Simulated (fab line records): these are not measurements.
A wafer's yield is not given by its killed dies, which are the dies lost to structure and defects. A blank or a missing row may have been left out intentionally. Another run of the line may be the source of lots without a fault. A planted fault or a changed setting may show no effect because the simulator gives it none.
The tool behind it: which one? / flow sky130 / 36 wafers from 12 lots sampled at 5 of the route's 708 steps

## WHAT THE GAUGES READ, wafer by wafer
SKY_VIA4_THK_MEAS_01.
lot=L353; measured=day 41 17:14; on=film metro-01; VIA4_HDPCVD_THK (nm)=1752 1727 1741
lot=L354; measured=day 42 01:01; on=film metro-04; VIA4_HDPCVD_THK (nm)=1721 1762 1743
lot=L355; measured=day 42 02:19; on=film metro-01; VIA4_HDPCVD_THK (nm)=1770 1746 1752
lot=L357; measured=day 43 00:18; on=film metro-04; VIA4_HDPCVD_THK (nm)=1798 1783 1812
lot=L358; measured=day 43 02:52; on=film metro-04; VIA4_HDPCVD_THK (nm)=1727 1703 1730
lot=L359; measured=day 43 14:04; on=film metro-04; VIA4_HDPCVD_THK (nm)=1734 1715 1739
lot=L360; measured=day 43 23:22; on=film metro-01; VIA4_HDPCVD_THK (nm)=1735 1742 1761
lot=L361; measured=day 44 02:08; on=film metro-04; VIA4_HDPCVD_THK (nm)=1759 1719 1728
lot=L362; measured=day 44 10:41; on=film metro-03; VIA4_HDPCVD_THK (nm)=1718 1765 1752
lot=L363; measured=day 44 15:29; on=film metro-04; VIA4_HDPCVD_THK (nm)=1722 1724 1695
lot=L374; measured=day 47 08:55; on=film metro-01; VIA4_HDPCVD_THK (nm)=1751 1264 1257
lot=L376; measured=day 47 17:08; on=film metro-03; VIA4_HDPCVD_THK (nm)=1747 1771 1750

SKY_VIA4_OVL_MEAS_11.
lot=L353; measured=day 42 17:05; on=overlay-01; VIA4_OVL (nm)=1.0 0.7 -0.5
lot=L354; measured=day 43 00:56; on=overlay-01; VIA4_OVL (nm)=3.4 1.2 0.4
lot=L355; measured=day 43 01:40; on=overlay-02; VIA4_OVL (nm)=3.7 2.5 4.2
lot=L357; measured=day 43 23:02; on=overlay-02; VIA4_OVL (nm)=2.8 1.6 2.1
lot=L358; measured=day 44 02:02; on=overlay-02; VIA4_OVL (nm)=0.7 0.6 2.6
lot=L359; measured=day 44 12:40; on=overlay-02; VIA4_OVL (nm)=0.9 -0.4 0.4
lot=L360; measured=day 44 21:35; on=overlay-02; VIA4_OVL (nm)=2.0 0.8 -0.2
lot=L361; measured=day 45 01:08; on=overlay-01; VIA4_OVL (nm)=1.4 2.1 -0.3
lot=L362; measured=day 45 08:38; on=overlay-01; VIA4_OVL (nm)=1.4 2.0 1.3
lot=L363; measured=day 45 13:29; on=overlay-01; VIA4_OVL (nm)=1.3 0.3 2.1
lot=L374; measured=day 48 04:16; on=overlay-02; VIA4_OVL (nm)=1.9 2.1 1.9
lot=L376; measured=day 48 12:25; on=overlay-02; VIA4_OVL (nm)=3.1 1.0 1.9

## TOOL THAT RAN EACH LOT (tool first, then ch and the chambers of the sampled wafers, then the start)
lot=L353; SKY_VIA3_ETCH_14=rie diel-03 ch 1,2,3, day 39 12:05; SKY_CAP2M_SPUTTER_02=pvd sputter-01, day 39 13:41; SKY_VIA4_HDPCVD_00=hdpcvd-02 ch 0,2, day 41 17:02
lot=L354; SKY_VIA3_ETCH_14=rie diel-04 ch 0,2, day 39 21:20; SKY_CAP2M_SPUTTER_02=pvd sputter-04, day 39 22:55; SKY_VIA4_HDPCVD_00=hdpcvd-02 ch 0,1,2, day 42 00:50
lot=L355; SKY_VIA3_ETCH_14=rie diel-04 ch 0,1,2, day 39 22:17; SKY_CAP2M_SPUTTER_02=pvd sputter-04, day 39 23:53; SKY_VIA4_HDPCVD_00=hdpcvd-01 ch 0,1,2, day 42 02:08
lot=L357; SKY_VIA3_ETCH_14=rie diel-03 ch 0,1,3, day 40 21:20; SKY_CAP2M_SPUTTER_02=pvd sputter-04, day 40 22:56; SKY_VIA4_HDPCVD_00=hdpcvd-02 ch 0,2, day 43 00:07
lot=L358; SKY_VIA3_ETCH_14=rie diel-03 ch 2,3, day 40 23:56; SKY_CAP2M_SPUTTER_02=pvd sputter-04, day 41 01:31; SKY_VIA4_HDPCVD_00=hdpcvd-01 ch 1,2, day 43 02:39
lot=L359; SKY_VIA3_ETCH_14=rie diel-02 ch 0,1,2, day 41 12:08; SKY_CAP2M_SPUTTER_02=pvd sputter-02, day 41 13:46; SKY_VIA4_HDPCVD_00=hdpcvd-01 ch 1,2, day 43 13:53
lot=L360; SKY_VIA3_ETCH_14=rie diel-02 ch 0,2,3, day 41 20:53; SKY_CAP2M_SPUTTER_02=pvd sputter-02, day 41 22:36; SKY_VIA4_HDPCVD_00=hdpcvd-01 ch 0,2, day 43 23:11
lot=L361; SKY_VIA3_ETCH_14=rie diel-03 ch 1,2,3, day 42 00:45; SKY_CAP2M_SPUTTER_02=pvd sputter-01, day 42 02:27; SKY_VIA4_HDPCVD_00=hdpcvd-01 ch 0,1,2, day 44 02:01
lot=L362; SKY_VIA3_ETCH_14=rie diel-02 ch 1,2,3, day 42 09:13; SKY_CAP2M_SPUTTER_02=pvd sputter-04, day 42 10:52; SKY_VIA4_HDPCVD_00=hdpcvd-01 ch 0,2, day 44 10:31
lot=L363; SKY_VIA3_ETCH_14=rie diel-04 ch 1,2,3, day 42 15:04; SKY_CAP2M_SPUTTER_02=pvd sputter-02, day 42 16:42; SKY_VIA4_HDPCVD_00=hdpcvd-01 ch 1,2, day 44 15:17
lot=L374; SKY_VIA3_ETCH_14=rie diel-04 ch 1,3, day 45 12:23; SKY_CAP2M_SPUTTER_02=pvd sputter-01, day 45 13:59; SKY_VIA4_HDPCVD_00=hdpcvd-01 ch 0,1,2, day 47 08:44
lot=L376; SKY_VIA3_ETCH_14=rie diel-03 ch 0,3, day 45 21:37; SKY_CAP2M_SPUTTER_02=pvd sputter-01, day 45 23:13; SKY_VIA4_HDPCVD_00=hdpcvd-02 ch 0,1,2, day 47 16:58
- SKY_VIA3_ETCH_14: etches BARC in N2/H2, stops on SiO2, time 45.9 s, target depth 60 nm.
- SKY_CAP2M_SPUTTER_02: material TiN, target thk 200 nm, time 166.7 s.
- SKY_VIA4_HDPCVD_00: deposits SiO2, target thk 1750 nm, time 291.7 s.

## WHAT THE TOOLS THEMSELVES READ (means of the sampled wafers that have a number; where no wafer has one, the mark that the record gives instead)
SKY_VIA3_ETCH_14.
lot=L353; tool=rie diel-03; drypump motor current A (A)=5.0; oes product au (a.u.)=0.853; rf fwd power W (W)=494.8; throttle valve pct (%)=13.218
lot=L354; tool=rie diel-04; drypump motor current A (A)=5.2; oes product au (a.u.)=0.853; rf fwd power W (W)=492.9; throttle valve pct (%)=13.224
lot=L355; tool=rie diel-04; drypump motor current A (A)=5.3; oes product au (a.u.)=0.857; rf fwd power W (W)=492.5; throttle valve pct (%)=13.216
lot=L357; tool=rie diel-03; drypump motor current A (A)=5.0; oes product au (a.u.)=0.857; rf fwd power W (W)=495.3; throttle valve pct (%)=13.225
lot=L358; tool=rie diel-03; drypump motor current A (A)=5.1; oes product au (a.u.)=0.858; rf fwd power W (W)=496.4; throttle valve pct (%)=13.223
lot=L359; tool=rie diel-02; drypump motor current A (A)=5.9; oes product au (a.u.)=0.855; rf fwd power W (W)=493.7; throttle valve pct (%)=13.235
lot=L360; tool=rie diel-02; drypump motor current A (A)=5.6; oes product au (a.u.)=0.853; rf fwd power W (W)=492.6; throttle valve pct (%)=13.228
lot=L361; tool=rie diel-03; drypump motor current A (A)=5.0; oes product au (a.u.)=0.859; rf fwd power W (W)=494.6; throttle valve pct (%)=13.234
lot=L362; tool=rie diel-02; drypump motor current A (A)=5.8; oes product au (a.u.)=0.854; rf fwd power W (W)=493.2; throttle valve pct (%)=13.227
lot=L363; tool=rie diel-04; drypump motor current A (A)=5.2; oes product au (a.u.)=0.856; rf fwd power W (W)=495.0; throttle valve pct (%)=13.234
lot=L374; tool=rie diel-04; drypump motor current A (A)=5.5; oes product au (a.u.)=0.855; rf fwd power W (W)=495.1; throttle valve pct (%)=13.220
lot=L376; tool=rie diel-03; drypump motor current A (A)=5.1; oes product au (a.u.)=0.857; rf fwd power W (W)=494.6; throttle valve pct (%)=13.219

SKY_CAP2M_SPUTTER_02.
lot=L353; tool=pvd sputter-01; chamber pressure pa (Pa)=0.4004; throttle valve pct (%)=30.2
lot=L354; tool=pvd sputter-04; chamber pressure pa (Pa)=0.3995; throttle valve pct (%)=29.8
lot=L355; tool=pvd sputter-04; chamber pressure pa (Pa)=0.4004; throttle valve pct (%)=30.3
lot=L357; tool=pvd sputter-04; chamber pressure pa (Pa)=0.3998; throttle valve pct (%)=30.3
lot=L358; tool=pvd sputter-04; chamber pressure pa (Pa)=0.4005; throttle valve pct (%)=30.5
lot=L359; tool=pvd sputter-02; chamber pressure pa (Pa)=0.4007; throttle valve pct (%)=30.0
lot=L360; tool=pvd sputter-02; chamber pressure pa (Pa)=0.3995; throttle valve pct (%)=31.6
lot=L361; tool=pvd sputter-01; chamber pressure pa (Pa)=0.4000; throttle valve pct (%)=29.9
lot=L362; tool=pvd sputter-04; chamber pressure pa (Pa)=0.3998; throttle valve pct (%)=30.0
lot=L363; tool=pvd sputter-02; chamber pressure pa (Pa)=0.3995; throttle valve pct (%)=30.7
lot=L374; tool=pvd sputter-01; chamber pressure pa (Pa)=0.3998; throttle valve pct (%)=30.8
lot=L376; tool=pvd sputter-01; chamber pressure pa (Pa)=0.4000; throttle valve pct (%)=30.0

## THE ANSWER, worked out from the rows above alone
Rule: what is usual is taken from the lots themselves. The widest of any qualifying gaps counts: lots, ordered by their means at a reading, are off when they make up no more than a third of the lots, leave a main group of 4 or more, and stand apart from it by 3 or more times the standard deviation of that group's means. The tables above print the reading to a certain number of digits; a main group whose means all agree to those digits is not used. Also off: a lot with no number at a reading for which 4 or more lots have one. All remaining lots with rows at the step are treated as sound. First the gauges in route order, then the tools' own readings, where a lot's mean is used as printed above. The first step at which some lot is off is used, and at that step the reading that is off furthest; a lot without a number counts as furthest.
Off: at SKY_VIA4_THK_MEAS_01 (VIA4_HDPCVD_THK), L374. Mean 1744 nm and standard deviation 21 in the main group.
A tool fits if, at a process step before that reading, it ran every lot that is off, and no sound lot after the first of them. The gauges at SKY_VIA4_THK_MEAS_01 are tried like those tools. Can't be told from this: 3 tools fit, rie diel-04 at SKY_VIA3_ETCH_14, hdpcvd-01 at SKY_VIA4_HDPCVD_00, film metro-01 at SKY_VIA4_THK_MEAS_01.

## WHAT THE SIMULATOR HAD INSERTED
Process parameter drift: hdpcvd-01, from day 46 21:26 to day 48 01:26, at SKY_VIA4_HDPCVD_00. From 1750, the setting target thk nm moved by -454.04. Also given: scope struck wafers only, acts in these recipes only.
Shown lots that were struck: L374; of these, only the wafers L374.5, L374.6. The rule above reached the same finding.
